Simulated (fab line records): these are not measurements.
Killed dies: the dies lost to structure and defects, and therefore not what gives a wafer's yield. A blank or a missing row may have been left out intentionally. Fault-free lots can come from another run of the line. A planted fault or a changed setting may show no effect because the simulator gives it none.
Matching of chambers ; flow sky130 ; SKY_VIA1_CMP_02 on cmp-01: 4 sister chambers
The step polishes SiO2. 8 wafers are shown with their chamber, then 9 later ones without.

## EACH WAFER AND ITS CHAMBER
wafer;chamber;motor_current_A (A)
L493.6;1;13.9
L497.2;3;9.2
L499.1;0;11.6
L499.2;2;14.5
L499.5;3;9.4
L501.2;0;12.0
L501.3;1;14.3
L501.5;2;14.6

## WAFERS WITH NO CHAMBER GIVEN
wafer;motor_current_A (A)
L502.1;11.8
L502.2;14.1
L502.3;14.0
L503.1;9.4
L503.2;14.2
L503.6;14.1
L505.3;14.0
L505.5;13.8
L505.6;11.9

## WHICH CHAMBER EACH ONE RAN IN
wafer;from the rows above;in truth
L502.1;0;0
L502.2;1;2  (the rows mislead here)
L502.3;1;1
L503.1;3;3
L503.2;can't be placed: 1 or 2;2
L503.6;1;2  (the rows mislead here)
L505.3;1;1
L505.5;1;1
L505.6;0;0
6 of 9 placed correctly. Unplaceable from these rows: 1, with the true chamber sitting among the candidates in 1. Placed wrongly: 2.
How it was worked out, from the rows above alone: a wafer's distance from a chamber is the root of the sum, over the readings, of the square of ((its reading less the chamber's mean) divided by the reading's scatter). If the next closest chamber is less than 2 further off than the closest, the wafer can't be placed; otherwise it belongs to the closest. The mean given for a chamber averages the wafers shown for that chamber. How the scatter is found: for the shown wafers, subtract from each reading the mean of its chamber, square and add these, divide the total by (wafers less chambers), then take the root.
